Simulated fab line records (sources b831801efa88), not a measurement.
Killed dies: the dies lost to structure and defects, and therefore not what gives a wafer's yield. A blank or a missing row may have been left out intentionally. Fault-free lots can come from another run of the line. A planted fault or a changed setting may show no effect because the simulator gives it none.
fab line records ; flow sky130
[record] lots = 7; wafers = 21; last_day = 50
route steps=708 shown VIA1@461
lots untouched by any fault: they come from a run of this same line in which no faults occurred
start_h: hours from the record's opening day to when the first of the lot's shown wafers began ; wait_h: how many hours have passed since the lot's step before this one ; " the same as in the row above ; L1.1+2: a row that stands for several wafers ; - no value, or no start given ; * or withheld: withheld ; < > ~ a bound
route shown NAME@n: names a module that has steps shown in the file, with the first one's number in the route ; usual: the fault-free wafers' mean and standard deviation ; same: alike in all rows ; chamber/n: place in a boat ; sites: each site's reading ; _std_site: their standard deviation ; _edge_site: the outer-site mean with the inner-site mean subtracted ; radius_mm: how far each site lies from the wafer's centre ; mask NAME#n: copy n ; behind: the tool/chamber that last shaped the wafer ; hold: what put the lot on hold/how long, in hours/how the hold closed ; device: names the non-switching transistor (n, p or np) ; end of line: the same wafers' tests at the end of the route ; step lacking rows: just its recipe ; killed: dies that structure and defects cost at the first sort, which is not the same as the wafer's yield ; map: per-die view of a wafer (x killed, . not killed, _ where there is no die)
set.NAME: the setting that was run; set.NAME@STEP: the one run at that earlier step ; model.NAME: the simulator's own value behind a step, which no gauge read
lots at selected steps of the route; one table per step, one row per wafer
services: a tool's chamber out of use, with start hour (start_h, from the record's first day; less than 0 if before it), hours out, and reason
[[steps]]
[step SKY_VIA1_BOW_MEAS_03]
[recipe] mode = bow
[usual] VIA1_BOW = 80/7.1
lot.wafer;tool;chamber;start_h;wait_h;VIA1_BOW[um]
L704.2;film_metro-02;-;768.26;0.2;73
L704.4;film_metro-02;-;768.26;0.2;74
L704.5;film_metro-02;-;768.26;0.2;77
L714.2;film_metro-01;-;859.03;0.3;85
L714.4;film_metro-01;-;859.03;0.3;67
L714.5;film_metro-01;-;859.03;0.3;80
L720.1;film_metro-01;-;897.24;0.2;92
L720.2;film_metro-01;-;897.24;0.2;104
L720.4;film_metro-01;-;897.24;0.2;78
L721.1;film_metro-04;-;908.59;0.2;86
L721.5;film_metro-04;-;908.59;0.2;75
L721.6;film_metro-04;-;908.59;0.2;82
L722.1;film_metro-02;-;912.45;0.1;80
L722.3;film_metro-02;-;912.45;0.1;68
L722.4;film_metro-02;-;912.45;0.1;81
L723.2;film_metro-02;-;929.27;0.2;72
L723.3;film_metro-02;-;929.27;0.2;86
L723.6;film_metro-02;-;929.27;0.2;85
L726.1;film_metro-02;-;936.27;0.1;79
L726.2;film_metro-02;-;936.27;0.1;58
L726.5;film_metro-02;-;936.27;0.1;76
[step SKY_VIA1_DEHYDRATE_04]
[recipe] temp_c = 200; time_s = 60
[step SKY_VIA1_HMDS_05]
[recipe] prime_time_s = 60; prime_temp_c = 120
[step SKY_VIA1_COAT_06]
[recipe] resist = BARC; temp_c = withheld; time_s = withheld; spin_rpm = 3000; resist_thk_nm = 60
[step SKY_VIA1_COAT_07]
[recipe] resist = KrF-thick; spin_rpm = 3000; resist_thk_nm = 450
[step SKY_VIA1_SOFTBAKE_08]
[recipe] temp_c = 100; time_s = 90; resist = KrF-thick
[step SKY_VIA1_EXPOSE_09]
[recipe] mask_id = VIM; na = 0.8; source_shape = annular; sigma_inner = 0.55; sigma_outer = 0.85; target_cd_nm = 150; dose_mj = 38
[step SKY_VIA1_PEB_10]
[recipe] peb_temp_c = withheld; peb_time_s = withheld; resist = KrF-thick
[step SKY_VIA1_DEVELOP_11]
[recipe] develop_time_s = 60; resist = KrF-thick; dev_temp_c = 21
[step SKY_VIA1_CD_MEAS_12]
[recipe] target_cd_nm = 150
[usual] cd_nm = 150.3/1.8
lot.wafer;tool;chamber;start_h;wait_h;cd_nm
L704.2;cd_sem-02;-;794.45;-;151.3
L704.4;cd_sem-02;-;794.45;-;150.0
L704.5;cd_sem-02;-;794.45;-;151.7
L714.2;cd_sem-02;-;884.97;-;152.8
L714.4;cd_sem-02;-;884.97;-;151.1
L714.5;cd_sem-02;-;884.97;-;152.7
L720.1;cd_sem-01;-;922.18;-;148.5
L720.2;cd_sem-01;-;922.18;-;151.0
L720.4;cd_sem-01;-;922.18;-;149.3
L721.1;cd_sem-01;-;932.87;-;150.5
L721.5;cd_sem-01;-;932.87;-;151.7
L721.6;cd_sem-01;-;932.87;-;150.8
L722.1;cd_sem-01;-;936.99;-;149.4
L722.3;cd_sem-01;-;936.99;-;149.6
L722.4;cd_sem-01;-;936.99;-;148.5
L723.2;cd_sem-01;-;954.00;-;151.4
L723.3;cd_sem-01;-;954.00;-;153.1
L723.6;cd_sem-01;-;954.00;-;152.7
L726.1;cd_sem-02;-;963.10;-;150.8
L726.2;cd_sem-02;-;963.10;-;152.7
L726.5;cd_sem-02;-;963.10;-;152.6
[step SKY_VIA1_OVL_MEAS_13]
[usual] VIA1_OVL = -2/4.8
lot.wafer;tool;chamber;start_h;wait_h;VIA1_OVL[nm]
L704.2;overlay-01;-;794.56;0.1;-5
L704.4;overlay-01;-;794.56;0.1;-9
L704.5;overlay-01;-;794.56;0.1;-4
L714.2;overlay-01;-;885.07;0.1;-4
L714.4;overlay-01;-;885.07;0.1;-6
L714.5;overlay-01;-;885.07;0.1;1
L720.1;overlay-02;-;922.30;0.1;6
L720.2;overlay-02;-;922.30;0.1;-2
L720.4;overlay-02;-;922.30;0.1;0
L721.1;overlay-01;-;932.99;0.1;3
L721.5;overlay-01;-;932.99;0.1;3
L721.6;overlay-01;-;932.99;0.1;-7
L722.1;overlay-02;-;937.11;0.1;-8
L722.3;overlay-02;-;937.11;0.1;0
L722.4;overlay-02;-;937.11;0.1;-2
L723.2;overlay-02;-;954.11;0.1;-2
L723.3;overlay-02;-;954.11;0.1;8
L723.6;overlay-02;-;954.11;0.1;2
L726.1;overlay-02;-;963.22;0.1;3
L726.2;overlay-02;-;963.22;0.1;6
L726.5;overlay-02;-;963.22;0.1;-5
[step SKY_VIA1_ETCH_14]
[recipe] chemistry = N2/H2; target = BARC; ion_energy_ev = 200; source_w = 500; bias_w = 100; pressure_mtorr = 30; n2_flow_sccm = 100; h2_flow_sccm = 200; stop_on = SiO2; time_s = 45.9; target_depth_a = 600
[usual] bias_w = 100.0/0.33; chamber_pressure_mTorr = 29.998/0.026; drypump_motor_current_A = 5.9/0.41; oes_product_au = 0.856/0.0045; throttle_valve_pct = 13.225/0.0091
[same] time_s = 45.9
lot.wafer;tool;chamber;start_h;wait_h;bias_w;chamber_pressure_mTorr;drypump_motor_current_A;oes_product_au;rf_hours_counter_h;throttle_valve_pct
L704.2;rie_diel-01;1;794.59;0.0;99.5;30.015;6.1;0.858;3;13.208
L704.4;rie_diel-01;1;794.59;0.0;99.6;30.007;6.1;0.854;-;13.232
L704.5;rie_diel-01;2;794.59;0.0;100.2;29.979;6.3;0.854;-;13.212
L714.2;rie_diel-04;2;885.10;0.0;100.0;29.993;6.0;0.859;21;13.224
L714.4;rie_diel-04;3;885.10;0.0;100.1;30.012;6.1;0.854;11;13.221
L714.5;rie_diel-04;3;885.10;0.0;100.5;30.012;6.1;0.850;-;13.228
L720.1;rie_diel-03;2;922.33;0.0;99.5;29.996;5.1;0.853;21;13.238
L720.2;rie_diel-03;3;922.33;0.0;100.1;30.004;6.1;0.854;21;13.223
L720.4;rie_diel-03;1;922.33;0.0;100.7;29.981;4.9;0.852;22;13.224
L721.1;rie_diel-03;0;933.03;0.0;99.9;29.991;5.5;0.853;21;13.223
L721.5;rie_diel-03;0;933.03;0.0;99.8;30.006;5.5;0.854;-;13.221
L721.6;rie_diel-03;3;933.03;0.0;99.8;29.950;6.1;0.860;-;13.226
L722.1;rie_diel-04;0;937.15;0.0;100.1;29.973;5.3;0.851;4;13.218
L722.3;rie_diel-04;2;937.15;0.0;100.4;29.989;5.9;0.855;22;13.221
L722.4;rie_diel-04;1;937.15;0.0;100.1;29.999;6.0;0.858;10;13.237
L723.2;rie_diel-04;3;954.14;0.0;99.9;30.034;6.1;0.856;12;13.231
L723.3;rie_diel-04;0;954.14;0.0;99.6;29.963;5.3;0.849;4;13.225
L723.6;rie_diel-04;2;954.14;0.0;100.5;30.040;5.9;0.858;-;13.228
L726.1;rie_diel-03;3;963.26;0.0;100.2;29.966;6.1;0.856;23;13.226
L726.2;rie_diel-03;0;963.26;0.0;100.4;29.980;5.5;0.857;22;13.224
L726.5;rie_diel-03;1;963.26;0.0;99.9;30.007;4.9;0.858;-;13.222
[step SKY_VIA1_ETCH_15]
[recipe] target = SiO2; chemistry = C4F8/O2/Ar; target_depth_nm = 351; stop_on = TiN; mask_material = KrF-thick; source_w = 1500; bias_w = 1200; pressure_mtorr = 40; c4f8_flow_sccm = withheld; O2_flow_sccm = 6; Ar_flow_sccm = 300; time_s = 54
[usual] bias_w = 1200/3.8; chamber_pressure_mTorr = 40.00/0.034; oes_product_au = 0.980/0.0059; time_s = 54/0
lot.wafer;tool;chamber;start_h;wait_h;bias_w;chamber_pressure_mTorr;oes_product_au;rf_hours_counter_h;time_s;model.KrF-thick_of_VIA1_COAT_07.thk_nm
L704.2;rie_diel-01;1;794.63;0.0;1195;39.99;0.977;3;54;322.8
L704.4;rie_diel-01;1;794.63;0.0;1197;39.97;0.977;-;54;324.2
L704.5;rie_diel-01;2;794.63;0.0;1199;40.00;0.985;-;54;326.1
L714.2;rie_diel-04;2;885.15;0.0;1196;40.04;0.989;21;54;320.7
L714.4;rie_diel-04;3;885.15;0.0;1200;40.01;0.993;11;54;323.1
L714.5;rie_diel-04;3;885.15;0.0;1201;39.97;0.985;-;54;321.7
L720.1;rie_diel-03;2;922.38;0.0;-;-;-;-;-;394.8
L720.2;rie_diel-03;3;922.38;0.0;-;-;-;-;-;394.6
L720.4;rie_diel-03;1;922.38;0.0;-;-;-;-;-;395
L721.1;rie_diel-03;0;933.07;0.0;-;-;-;-;-;393.6
L721.5;rie_diel-03;0;933.07;0.0;-;-;-;-;-;391.9
L721.6;rie_diel-03;3;933.07;0.0;-;-;-;-;-;392.6
L722.1;rie_diel-04;0;937.19;0.0;-;-;-;-;-;393
L722.3;rie_diel-04;2;937.19;0.0;-;-;-;-;-;393.8
L722.4;rie_diel-04;1;937.19;0.0;-;-;-;-;-;393
L723.2;rie_diel-04;3;954.18;0.0;1199;39.96;0.969;12;54;323.3
L723.3;rie_diel-04;0;954.18;0.0;1198;39.99;0.976;4;54;320.8
L723.6;rie_diel-04;2;954.18;0.0;1201;40.03;0.964;-;54;324.8
L726.1;rie_diel-03;3;963.30;0.0;1198;40.04;0.975;23;54;323.1
L726.2;rie_diel-03;0;963.30;0.0;1200;39.96;0.986;22;54;322.1
L726.5;rie_diel-03;1;963.30;0.0;1203;39.98;0.990;-;54;320.6
[step SKY_VIA1_STRIP_16]
[recipe] chemistry = O2/N2; power_w = 1400; pressure_mtorr = 1500; platen_temp_c = withheld; o2_flow_sccm = 3000; n2_flow_sccm = 300; overash_fraction = 0.5
[usual] chamber_pressure_mTorr = 1499.9/1.5; drypump_motor_current_A = 5.7/0.5; oes_product_au = 0.417/0.0044; strip_time_to_endpoint_s = 4.471/0.021
lot.wafer;tool;chamber;start_h;wait_h;chamber_pressure_mTorr;drypump_motor_current_A;oes_product_au;rf_hours_counter_h;strip_time_to_endpoint_s
L704.2;plasma_asher-04;0;794.68;0.0;1495.2;5.3;0.417;5;4.482
L704.4;plasma_asher-04;0;794.68;0.0;1500.7;5.3;0.412;-;4.471
L704.5;plasma_asher-04;1;794.68;0.0;1498.3;6.4;0.420;-;4.496
L714.2;plasma_asher-03;1;885.19;0.0;1499.7;5.1;0.416;74;4.444
L714.4;plasma_asher-03;1;885.19;0.0;1498.6;5.1;0.424;-;4.463
L714.5;plasma_asher-03;1;885.19;0.0;1498.9;5.1;0.415;-;4.447
L720.1;plasma_asher-04;0;922.42;0.0;1499.1;5.3;0.443;18;5.206
L720.2;plasma_asher-04;1;922.42;0.0;1499.2;6.5;0.442;18;5.241
L720.4;plasma_asher-04;0;922.42;0.0;1499.3;5.3;0.443;-;5.216
L721.1;plasma_asher-04;1;933.11;0.0;1502.1;6.4;0.444;19;5.226
L721.5;plasma_asher-04;0;933.11;0.0;1501.4;5.3;0.444;-;5.191
L721.6;plasma_asher-04;1;933.11;0.0;1500.9;6.4;0.448;-;5.201
L722.1;plasma_asher-01;0;937.23;0.0;1501.3;5.3;0.448;51;5.198
L722.3;plasma_asher-01;1;937.23;0.0;1500.8;6.1;0.451;-;5.206
L722.4;plasma_asher-01;0;937.23;0.0;1498.6;5.3;0.446;-;5.201
L723.2;plasma_asher-03;0;954.23;0.0;1501.0;5.6;0.420;81;4.473
L723.3;plasma_asher-03;1;954.23;0.0;1499.3;5.1;0.419;-;4.446
L723.6;plasma_asher-03;1;954.23;0.0;1501.6;5.1;0.410;-;4.475
L726.1;plasma_asher-04;1;963.34;0.0;1498.8;6.4;0.413;22;4.466
L726.2;plasma_asher-04;0;963.34;0.0;1501.3;5.3;0.415;22;4.462
L726.5;plasma_asher-04;1;963.34;0.0;1499.0;6.4;0.419;-;4.450
[step SKY_VIA1_STRIP_17]
[recipe] chemistry = post_etch_residue_remover; time_s = 1200; temp_c = 72.5
[[services]]
tool;chamber;start_h;hours;kind
rie_diel-04;0;775.85;-;clean
rie_diel-04;0;775.85;14.4;scheduled_down
rie_diel-04;0;775.85;14.4;vent_cycle
rie_diel-01;3;777.20;4.4;repair
rie_diel-04;2;780.09;7.7;repair
rie_diel-01;3;786.19;15.9;repair
rie_diel-04;1;792.95;14.8;repair
rie_diel-01;2;800.74;11.3;repair
rie_diel-01;-;829.38;1.8;repair
rie_diel-03;3;830.92;19.2;repair
plasma_asher-03;-;840.00;4.4;repair
plasma_asher-04;-;841.65;2.1;repair
rie_diel-03;2;848.33;6.5;repair
plasma_asher-01;-;862.54;3.6;repair
rie_diel-04;3;876.71;6.6;repair
plasma_asher-03;-;880.70;2.3;repair
rie_diel-01;1;897.52;3.9;repair
rie_diel-01;3;913.37;9.5;repair
rie_diel-03;-;915.03;7.1;repair
rie_diel-01;2;931.53;2.8;repair
plasma_asher-01;-;938.11;1.0;repair
rie_diel-04;2;939.95;-;clean
plasma_asher-03;-;956.70;2.8;pm
rie_diel-03;2;960.10;13.6;repair
[[key]]
[first_sign] step = SKY_VIA1_ETCH_15; reading = tool_record; direction = missing
[effect] step = SKY_VIA1_STRIP_16; reading = strip_time_to_endpoint_s; direction = up; sigmas = 35; usual = *; struck = *
[model_effect] step = SKY_VIA1_ETCH_15; value = KrF-thick_of_VIA1_COAT_07.thk_nm; without = 324.5; struck = 393.6
met_at SKY_VIA1_ETCH_15
struck_wafers L720.1,L720.2,L720.4,L721.1,L721.5,L721.6,L722.1,L722.3,L722.4
later_rows_left_out L720.1,L720.2,L720.4,L721.1,L721.5,L721.6,L722.1,L722.3,L722.4
sort_left_out L720.1,L720.2,L720.4,L721.1,L721.5,L721.6,L722.1,L722.3,L722.4
onset_between 885.15 922.38
[fault] kind = skipped_step_whole; tool = rie_diel-03,rie_diel-04; chamber = -; onset_h = 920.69; steps = SKY_VIA1_ETCH_15; scope = struck_lots_only
// sort_left_out: the simulated sort isn't trusted on such a fault, so these wafers' sort isn't shown, and their yield isn't known
// later_rows_left_out: the simulator's readings of these wafers behind a module that went badly wrong aren't trusted and aren't shown, but for the sort
